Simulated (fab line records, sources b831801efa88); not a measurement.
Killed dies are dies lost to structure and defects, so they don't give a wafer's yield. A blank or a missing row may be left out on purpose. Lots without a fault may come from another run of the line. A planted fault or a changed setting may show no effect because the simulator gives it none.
fab line records | flow sky130
record lots=10 wafers=30 last_day=50
route steps=708 shown METAL1@440 METAL2@485 METAL3@534 CAPM@537
lots that met no fault: from a run of the same line without faults
start_h: hours from the record's first day to the start of the lot's first wafer shown | wait_h: hours since the lot's step before | " the same as in the row above | L1.1+2: a row that stands for several wafers | - no value, or no start given | * or withheld: withheld | < > ~ a bound
route shown NAME@n: a module of which the file shows steps, and the number in the route of the first | usual: mean/standard deviation of fault-free wafers | same: alike in all rows | chamber/n: place in a boat | sites: the reading at each site | _std_site: their standard deviation | _edge_site: outer sites' mean less inner sites' | radius_mm: how far each site lies from the wafer's centre | mask NAME#n: copy n | behind: the tool/chamber that last shaped the wafer | hold: why the lot was held/for how many hours/how that ended | device: the transistor (n, p or np) that didn't switch | end of line: the same wafers' tests at the end of the route | a step without rows: its recipe alone | killed: dies lost to structure and defects at the first sort, not the wafer's yield | map: a wafer's dies, x killed, . not, _ none there
set.NAME: the setting as run; set.NAME@STEP: as run at that earlier step | model.NAME: the simulator's own value behind a step, which no gauge read
steps of the route over a sample of lots; a table a step, a row a wafer
services: from which hour (start_h, from the record's first day; less than 0 if before it) a tool's chamber was out of use, for how many hours, and why
## steps
# step SKY_METAL1_THK_MEAS_06
# recipe thk_meas_gauge=xrf reads=AlCu_of_METAL1_SPUTTER_02
# usual METAL1_ALCU_THK=246.5/2.6
# columns lot.wafer tool chamber start_h wait_h METAL1_ALCU_THK[nm]
L643.1 film_metro-03 - 761.90 0.1 249.5
L643.3 " - " " 250.3
L643.5 " - " " 249.7
L642.3 film_metro-01 - 763.37 0.1 246.7
L642.4 " - " " 245.5
L642.5 " - " " 243.9
L646.2 film_metro-01 - 776.40 0.1 246.4
L646.5 " - " " 244.9
L646.6 " - " " 246.1
L647.4 film_metro-04 - 793.32 0.1 247.9
L647.5 " - " " 247.2
L647.6 " - " " 249.7
L649.2 film_metro-04 - 803.94 0.1 242.7
L649.4 " - " " 242.4
L649.5 " - " " 245.1
L656.2 film_metro-04 - 852.82 0.1 245.8
L656.3 " - " " 242.0
L656.5 " - " " 242.4
L659.4 film_metro-04 - 876.58 0.1 248.8
L659.5 " - " " 249.6
L659.6 " - " " 248.5
L660.1 film_metro-04 - 884.11 0.1 246.5
L660.3 " - " " 243.1
L660.4 " - " " 246.1
L661.1 film_metro-03 - 885.15 0.1 251.4
L661.2 " - " " 249.2
L661.4 " - " " 253.3
L663.3 film_metro-01 - 896.16 0.1 244.2
L663.5 " - " " 243.1
L663.6 " - " " 245.3
# step SKY_METAL2_SPUTTER_02
# recipe material=AlCu target_thk_nm=250 power_w=10600 time_s=13.3 chamber_pressure_pa=0.4
# usual throttle_valve_pct=30.5/1.2
# columns lot.wafer tool chamber start_h wait_h throttle_valve_pct
L643.1 pvd_sputter-02 - 817.82 0.0 29.3
L643.3 " - " " 31.0
L643.5 " - " " 30.8
L642.3 pvd_sputter-03 - 819.25 0.0 29.7
L642.4 " - " " 30.1
L642.5 " - " " 29.8
L646.2 pvd_sputter-01 - 832.08 0.0 32.1
L646.5 " - " " 30.5
L646.6 " - " " 32.1
L647.4 pvd_sputter-03 - 849.64 0.0 30.0
L647.5 " - " " 30.5
L647.6 " - " " 30.0
L649.2 pvd_sputter-02 - 859.63 0.0 30.6
L649.4 " - " " 32.0
L649.5 " - " " 30.6
L656.2 pvd_sputter-02 - 907.33 0.0 32.0
L656.3 " - " " 30.8
L656.5 " - " " 32.2
L659.4 pvd_sputter-01 - 929.45 0.0 32.0
L659.5 " - " " 32.1
L659.6 " - " " 30.5
L660.1 pvd_sputter-01 - 937.81 0.0 30.5
L660.3 " - " " 31.9
L660.4 " - " " 28.6
L661.1 pvd_sputter-03 - 938.36 0.0 30.2
L661.2 " - " " 31.4
L661.4 " - " " 30.4
L663.3 pvd_sputter-01 - 948.93 0.0 32.2
L663.5 " - " " 28.5
L663.6 " - " " 31.3
# step SKY_METAL2_RS_MEAS_05
# recipe thk_meas_gauge=four-point-probe reads=TiN_of_METAL2_SPUTTER_04+Ti_of_METAL2_SPUTTER_03+AlCu_of_METAL2_SPUTTER_02+TiN_of_METAL2_SPUTTER_01+Ti_of_METAL2_SPUTTER_00
# usual METAL2_ALCU_RS=0.1263/0.0013
# columns lot.wafer tool chamber start_h wait_h METAL2_ALCU_RS[ohm/sq]
L643.1 film_metro-02 - 817.91 0.0 0.1277
L643.3 " - " " 0.1279
L643.5 " - " " 0.1287
L642.3 film_metro-03 - 819.38 0.1 0.1275
L642.4 " - " " 0.1275
L642.5 " - " " 0.1270
L646.2 film_metro-02 - 832.19 0.0 0.1259
L646.5 " - " " 0.1254
L646.6 " - " " 0.1246
L647.4 film_metro-02 - 849.79 0.1 0.1276
L647.5 " - " " 0.1281
L647.6 " - " " 0.1269
L649.2 film_metro-02 - 859.74 0.0 0.1249
L649.4 " - " " 0.1242
L649.5 " - " " 0.1245
L656.2 film_metro-04 - 907.44 0.0 0.1268
L656.3 " - " " 0.1054
L656.5 " - " " 0.1262
L659.4 film_metro-03 - 929.60 0.1 0.1273
L659.5 " - " " 0.1276
L659.6 " - " " 0.1258
L660.1 film_metro-04 - 937.91 0.0 0.1281
L660.3 " - " " 0.1266
L660.4 " - " " 0.1251
L661.1 film_metro-03 - 938.46 0.0 0.1270
L661.2 " - " " 0.1268
L661.4 " - " " 0.1254
L663.3 film_metro-04 - 949.06 0.1 0.1256
L663.5 " - " " 0.1244
L663.6 " - " " 0.1257
# step SKY_METAL2_THK_MEAS_06
# recipe thk_meas_gauge=xrf reads=AlCu_of_METAL2_SPUTTER_02
# usual METAL2_ALCU_THK=247.9/2.7
# columns lot.wafer tool chamber start_h wait_h METAL2_ALCU_THK[nm]
L643.1 film_metro-02 - 818.03 0.1 245.0
L643.3 " - " " 246.3
L643.5 " - " " 243.9
L642.3 film_metro-03 - 819.48 0.1 247.3
L642.4 " - " " 246.9
L642.5 " - " " 244.7
L646.2 film_metro-02 - 832.30 0.1 247.6
L646.5 " - " " 250.1
L646.6 " - " " 249.8
L647.4 film_metro-02 - 849.88 0.1 245.0
L647.5 " - " " 245.1
L647.6 " - " " 244.3
L649.2 film_metro-02 - 859.85 0.1 250.2
L649.4 " - " " 251.7
L649.5 " - " " 250.3
L656.2 film_metro-04 - 907.55 0.1 248.0
L656.3 " - " " 295.8
L656.5 " - " " 246.3
L659.4 film_metro-03 - 929.69 0.1 243.8
L659.5 " - " " 244.6
L659.6 " - " " 247.6
L660.1 film_metro-04 - 938.03 0.1 244.4
L660.3 " - " " 247.1
L660.4 " - " " 250.1
L661.1 film_metro-03 - 938.58 0.1 245.8
L661.2 " - " " 245.5
L661.4 " - " " 251.2
L663.3 film_metro-04 - 949.16 0.1 249.4
L663.5 " - " " 250.4
L663.6 " - " " 247.8
# step SKY_METAL2_METAL_ETCH_19
# recipe target_depth_a=3600 stop_on=SiO2 over_etch_frac=0.3 time_s=78 chemistry=Cl2/BCl3 resist_sidewall_deg=88 pressure_mtorr=10 icp_w=900 bias_w=48.5 Cl2_flow_sccm=60 bcl3_flow_sccm=30
# usual drypump_motor_current_A=5.46/0.26 oes_product_au=0.856/0.005 rf_fwd_power_W=895.9/3 throttle_valve_pct=22.266/0.0093
# same over_etch_frac=0.3
# columns lot.wafer tool chamber start_h wait_h drypump_motor_current_A oes_product_au rf_fwd_power_W rf_hours_counter_h throttle_valve_pct
L643.1 rie_metal-04 1 844.43 0.0 6.03 0.850 893.1 6 22.269
L643.3 " 1 " " 5.99 0.848 900.2 - 22.275
L643.5 " 0 " " 5.21 0.852 892.1 - 22.254
L642.3 rie_metal-02 1 846.49 0.1 5.35 0.861 894.4 - 22.268
L642.4 " 0 " " 5.66 0.852 897.4 - 22.269
L642.5 " 0 " " 5.64 0.858 893.7 - 22.287
L646.2 rie_metal-02 0 858.59 0.0 5.65 0.867 891.3 2 22.269
L646.5 " 1 " " 5.37 0.859 895.6 - 22.260
L646.6 " 0 " " 5.63 0.861 892.7 - 22.248
L647.4 rie_metal-01 1 876.84 0.1 5.24 0.855 895.7 - 22.268
L647.5 " 1 " " 5.25 0.855 895.3 - 22.272
L647.6 " 0 " " 5.42 0.852 894.6 - 22.261
L649.2 rie_metal-04 1 885.06 0.0 6.02 0.858 894.6 8 22.265
L649.4 " 0 " " 5.20 0.863 903.6 - 22.255
L649.5 " 0 " " 5.20 0.856 899.7 - 22.267
L656.2 rie_metal-01 0 931.72 0.0 5.45 0.853 897.5 3 22.262
L656.3 " 0 " " 5.44 0.876 894.4 - 22.272
L656.5 " 0 " " 5.45 0.859 897.5 - 22.288
L659.4 rie_metal-04 0 954.20 0.1 5.21 0.849 894.1 - 22.278
L659.5 " 1 " " 5.99 0.855 894.9 - 22.268
L659.6 " 0 " " 5.22 0.856 896.3 - 22.258
L660.1 rie_metal-04 0 962.66 0.0 5.20 0.852 893.2 16 22.267
L660.3 " 0 " " 5.20 0.856 894.2 - 22.257
L660.4 " 1 " " 5.97 0.865 890.8 - 22.263
L661.1 rie_metal-02 0 963.47 0.0 5.61 0.855 893.5 6 22.254
L661.2 " 1 " " 5.38 0.849 894.5 7 22.271
L661.4 " 1 " " 5.36 0.861 893.8 - 22.269
L663.3 rie_metal-02 0 973.87 0.1 5.63 0.853 898.5 - 22.258
L663.5 " 0 " " 5.64 0.857 895.7 - 22.241
L663.6 " 1 " " 5.34 0.859 899.7 - 22.279
# step SKY_METAL3_SPUTTER_02
# recipe material=AlCu target_thk_nm=735 power_w=10600 time_s=39.1 chamber_pressure_pa=0.4
# usual throttle_valve_pct=30.4/1.1
# columns lot.wafer tool chamber start_h wait_h throttle_valve_pct
L643.1 pvd_sputter-03 - 873.14 0.0 30.6
L643.3 " - " " 29.8
L643.5 " - " " 30.3
L642.3 pvd_sputter-03 - 875.05 0.0 30.6
L642.4 " - " " 29.8
L642.5 " - " " 30.5
L646.2 pvd_sputter-04 - 886.44 0.0 31.4
L646.5 " - " " 31.5
L646.6 " - " " 28.5
L647.4 pvd_sputter-01 - 905.61 0.0 28.5
L647.5 " - " " 31.3
L647.6 " - " " 28.1
L649.2 pvd_sputter-04 - 913.42 0.0 31.8
L649.4 " - " " 28.6
L649.5 " - " " 31.2
L656.2 pvd_sputter-04 - 958.75 0.0 28.6
L656.3 " - " " 29.4
L656.5 " - " " 28.3
L659.4 pvd_sputter-03 - 980.68 0.0 31.4
L659.5 " - " " 29.8
L659.6 " - " " 30.0
L660.1 pvd_sputter-03 - 989.27 0.0 30.5
L660.3 " - " " 31.1
L660.4 " - " " 30.0
L661.1 pvd_sputter-01 - 989.84 0.0 32.2
L661.2 " - " " 30.4
L661.4 " - " " 31.5
L663.3 pvd_sputter-01 - 1000.59 0.0 28.4
L663.5 " - " " 28.3
L663.6 " - " " 31.3
# step SKY_CAPM_CVD_00
# recipe material=SiO2 target_thk_nm=15.5 temp_c=400 time_s=withheld rf_w=450
# usual heater_power_outer_w=435/66 heater_power_w=736/95 rf_fwd_power_W=442.4/2
# columns lot.wafer tool chamber start_h wait_h heater_power_outer_w heater_power_w rf_fwd_power_W
L643.1 pecvd-01 0 873.25 0.0 569 864 445.1
L643.3 " 1 " " 408 767 441.1
L643.5 " 0 " " 551 866 444.9
L642.3 pecvd-04 1 875.16 0.0 439 775 441.4
L642.4 " 0 " " 284 538 441.5
L642.5 " 2 " " 339 578 436.2
L646.2 pecvd-04 0 886.55 0.0 315 570 442.7
L646.5 " 1 " " 419 760 443.1
L646.6 " 0 " " 316 574 441.2
L647.4 pecvd-04 2 905.73 0.0 370 634 439.5
L647.5 " 1 " " 447 803 441.9
L647.6 " 0 " " 367 625 442.6
L649.2 pecvd-02 1 913.52 0.0 524 854 441.8
L649.4 " 2 " " 425 749 445.7
L649.5 " 0 " " 388 643 443.9
L656.2 pecvd-01 0 958.85 0.0 535 778 443.7
L656.3 " 2 " " 371 612 441.4
L656.5 " 2 " " 373 611 442.3
L659.4 pecvd-01 0 980.80 0.0 531 838 444.2
L659.5 " 1 " " 447 776 443.1
L659.6 " 2 " " 370 599 442.9
L660.1 pecvd-04 1 989.38 0.0 486 853 442.4
L660.3 " 2 " " 383 665 437.8
L660.4 " 0 " " 340 597 443.9
L661.1 pecvd-01 1 989.95 0.0 480 824 440.4
L661.2 " 0 " " 500 818 443.4
L661.4 " 2 " " 409 662 442.9
L663.3 pecvd-04 2 1000.69 0.0 400 685 437.4
L663.5 " 0 " " 310 572 442.6
L663.6 " 2 " " 392 675 438.9
## services
# columns tool chamber start_h hours kind
pecvd-01 0 812.95 13.7 repair
pecvd-04 - 816.10 0.7 repair
pecvd-02 - 846.88 20.2 repair
pecvd-04 2 849.34 5.0 scheduled_down
pvd_sputter-01 0 849.72 - consumable_replace:kit
pvd_sputter-01 0 849.72 18.0 scheduled_down
pvd_sputter-01 0 849.72 18.0 vent_cycle
pecvd-04 2 854.72 3.8 repair
pvd_sputter-01 - 856.86 5.8 repair
pecvd-04 - 870.84 0.5 repair
pecvd-04 1 884.32 2.1 scheduled_down
pecvd-02 1 905.68 4.5 repair
pvd_sputter-04 - 911.24 1.8 repair
pvd_sputter-03 - 920.58 4.2 repair
rie_metal-02 - 924.23 14.6 pm
pvd_sputter-03 3 926.03 - consumable_replace:kit
pvd_sputter-03 3 926.03 18.0 scheduled_down
pvd_sputter-03 3 926.03 18.0 vent_cycle
pecvd-04 - 936.76 2.3 repair
pvd_sputter-02 - 939.99 5.9 repair
pecvd-04 0 942.08 7.6 repair
pvd_sputter-01 3 968.65 - consumable_replace:kit
pvd_sputter-01 3 968.65 18.0 scheduled_down
pvd_sputter-01 3 968.65 18.0 vent_cycle
## key
first_sign step=SKY_METAL2_RS_MEAS_05 reading=METAL2_ALCU_RS direction=down sigmas=17 usual=0.1263 struck=0.1054
effect step=SKY_METAL2_THK_MEAS_06 reading=METAL2_ALCU_THK direction=up sigmas=18 usual=247.9 struck=295.8
effect step=SKY_METAL2_METAL_ETCH_19 reading=oes_product_au direction=up sigmas=3.9 usual=0.856 struck=0.876
met_at SKY_METAL2_SPUTTER_02
struck_lots L656
struck_wafers L656.3
not_acting_at SKY_METAL1_THK_MEAS_06,SKY_METAL3_SPUTTER_02,SKY_CAPM_CVD_00
onset_between 859.63 907.33
fault kind=process_parameter_drift tool=pvd_sputter-02 chamber=- onset_h=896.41 steps=SKY_METAL2_SPUTTER_02 channel=time_s offset=* shape=step end_h=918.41 acts_in=* stated=* scope=struck_wafers_only
